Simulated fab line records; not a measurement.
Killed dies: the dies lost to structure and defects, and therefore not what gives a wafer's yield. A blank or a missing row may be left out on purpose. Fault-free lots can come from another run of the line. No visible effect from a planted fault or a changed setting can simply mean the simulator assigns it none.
Which tool was responsible? + flow sky130 + Sampling: 24 lots, 72 wafers, 3 of 708 route steps

## WHAT THE GAUGES READ, wafer by wafer
SKY_SPACER_THK_MEAS_01.
| lot  | measured     | on            | SPACER_CVD_00_THK (nm) |
|------|--------------|---------------|------------------------|
| L074 | day 22 20:22 | film-metro-04 | 43.0 43.1 43.2         |
| L075 | day 22 20:22 | film-metro-03 | 42.9 42.9 43.0         |
| L076 | day 24 17:06 | film-metro-03 | 42.8 42.9 42.7         |
| L077 | day 24 18:19 | film-metro-04 | 43.1 43.0 43.5         |
| L078 | day 28 08:21 | film-metro-01 | 42.3 42.5 42.8         |
| L079 | day 28 09:34 | film-metro-03 | 43.3 43.6 43.5         |
| L083 | day 28 11:49 | film-metro-03 | 43.2 43.0 43.0         |
| L080 | day 28 11:49 | film-metro-01 | 43.1 42.8 42.6         |
| L085 | day 28 11:50 | film-metro-04 | 43.6 44.0 43.5         |
| L081 | day 28 11:52 | film-metro-03 | 43.6 43.9 43.5         |
| L082 | day 28 13:01 | film-metro-01 | 43.6 43.3 43.5         |
| L084 | day 28 13:02 | film-metro-04 | 43.6 43.3 43.6         |
| L086 | day 28 15:35 | film-metro-01 | 43.5 43.2 43.2         |
| L088 | day 28 20:05 | film-metro-04 | 43.1 42.9 43.0         |
| L087 | day 28 21:52 | film-metro-03 | 43.7 43.3 43.5         |
| L089 | day 28 21:52 | film-metro-04 | 43.8 43.4 43.9         |
| L090 | day 28 21:53 | film-metro-01 | 43.1 43.2 43.2         |
| L091 | day 28 23:04 | film-metro-03 | 42.4 42.7 42.3         |
| L092 | day 29 02:30 | film-metro-03 | 42.8 42.8 42.3         |
| L093 | day 29 10:25 | film-metro-03 | 43.0 43.1 42.9         |
| L094 | day 29 13:08 | film-metro-03 | 43.3 43.4 43.5         |
| L095 | day 29 17:16 | film-metro-03 | 42.8 42.8 42.9         |
| L096 | day 30 02:52 | film-metro-01 | 43.4 43.4 43.7         |
| L097 | day 30 16:08 | film-metro-04 | 42.9 43.1 43.4         |

SKY_CONTACT_BOW_MEAS_05.
| lot  | measured     | on            | CONTACT_BOW (um) |
|------|--------------|---------------|------------------|
| L074 | day 30 05:46 | film-metro-03 | 81 78 94         |
| L075 | day 30 05:04 | film-metro-02 | 78 84 72         |
| L076 | day 32 00:44 | film-metro-03 | 80 83 78         |
| L077 | day 32 01:07 | film-metro-01 | 76 83 71         |
| L078 | day 35 08:55 | film-metro-02 | 79 73 90         |
| L079 | day 35 09:39 | film-metro-01 | 69 92 88         |
| L083 | day 35 12:04 | film-metro-03 | 92 84 84         |
| L080 | day 35 11:04 | film-metro-02 | 83 80 72         |
| L085 | day 35 12:28 | film-metro-01 | 87 91 89         |
| L081 | day 35 13:16 | film-metro-03 | 75 92 93         |
| L082 | day 35 14:53 | film-metro-01 | 76 87 77         |
| L084 | day 35 13:40 | film-metro-03 | 80 84 74         |
| L086 | day 35 17:29 | film-metro-01 | 78 57 83         |
| L088 | day 35 20:55 | film-metro-01 | 77 70 74         |
| L087 | day 35 21:47 | film-metro-01 | 82 80 84         |
| L089 | day 35 22:05 | film-metro-03 | 82 82 75         |
| L090 | day 35 22:30 | film-metro-03 | 88 87 81         |
| L091 | day 35 23:44 | film-metro-03 | 76 69 80         |
| L092 | day 36 01:02 | film-metro-02 | 83 86 83         |
| L093 | day 36 09:51 | film-metro-02 | 90 90 84         |
| L094 | day 36 12:05 | film-metro-03 | 81 82 89         |
| L095 | day 36 16:05 | film-metro-01 | 81 81 84         |
| L096 | day 36 23:19 | film-metro-01 | 87 78 79         |
| L097 | day 37 13:22 | film-metro-03 | 79 75 86         |

SKY_VIA2_THK_MEAS_01.
| lot  | measured     | on            | VIA2_HDPCVD_THK (nm) |
|------|--------------|---------------|----------------------|
| L074 | day 35 00:37 | film-metro-02 | 1159 1151 1156       |
| L075 | day 35 00:25 | film-metro-03 | 1145 1161 1166       |
| L076 | day 36 15:58 | film-metro-03 | 1174 1148 1152       |
| L077 | day 36 16:27 | film-metro-03 | 1166 1161 1164       |
| L078 | day 39 23:01 | film-metro-01 | 1170 1203 1210       |
| L079 | day 39 23:40 | film-metro-02 | 1166 1184 1159       |
| L083 | day 40 00:22 | film-metro-03 | 1174 1164 1163       |
| L080 | day 40 00:10 | film-metro-02 | 1182 1171 1173       |
| L085 | day 40 00:41 | film-metro-02 | 1189 1155 1187       |
| L081 | day 40 01:28 | film-metro-01 | 1184 1177 1165       |
| L082 | day 40 01:48 | film-metro-01 | 1166 1176 1151       |
| L084 | day 40 01:40 | film-metro-03 | 1168 1163 1160       |
| L086 | day 40 04:50 | film-metro-01 | 1173 1163 1168       |
| L088 | day 40 06:20 | film-metro-01 | 1172 1170 1146       |
| L087 | day 40 07:02 | film-metro-03 | 1187 1192 1200       |
| L089 | day 40 08:19 | film-metro-02 | 1150 1149 1137       |
| L090 | day 40 09:30 | film-metro-01 | 1171 1151 1163       |
| L091 | day 40 09:40 | film-metro-03 | 1164 1171 1178       |
| L092 | day 40 10:31 | film-metro-01 | 1183 1166 1182       |
| L093 | day 40 19:10 | film-metro-02 | 1172 1173 1167       |
| L094 | day 40 22:34 | film-metro-01 | 1161 1182 1168       |
| L095 | day 41 00:42 | film-metro-03 | 1168 1165 1176       |
| L096 | day 41 08:37 | film-metro-01 | 1170 1172 1183       |
| L097 | day 42 00:40 | film-metro-01 | 1192 1160 1189       |

## TOOL THAT RAN EACH LOT (tool first, then ch and the chambers of the sampled wafers, then the start)
The record shows no process step preceding these readings.

## AS READ BY THE TOOLS THEMSELVES (means over the sampled wafers that have a number; for cases with no such wafer, the mark the record gives instead)
The record holds no such reading with a usual standard deviation.

## THE ANSWER, worked out from the rows above alone
Rule: the usual values come from the lots themselves. The widest of any qualifying gaps counts: lots, ordered by their means at a reading, are off when they make up no more than a third of the lots, leave a main group of 4 or more, and stand apart from it by 3 or more times the standard deviation of that group's means. A main group is skipped when, at the precision printed for the reading in the tables above, its means are all equal. A lot without any number at a reading at which 4 lots or more have one is off too. Any other lot the step has rows for is counted as sound. The gauges are gone through in route order, then the tools' own readings, and for those a lot's mean is taken as printed above. The first step at which some lot is off is used, and at that step the reading that is off furthest; a lot without a number counts as furthest.
Across all readings shown, no lot is off: no conclusion can be drawn from this.

## WHAT THE SIMULATOR PUT IN
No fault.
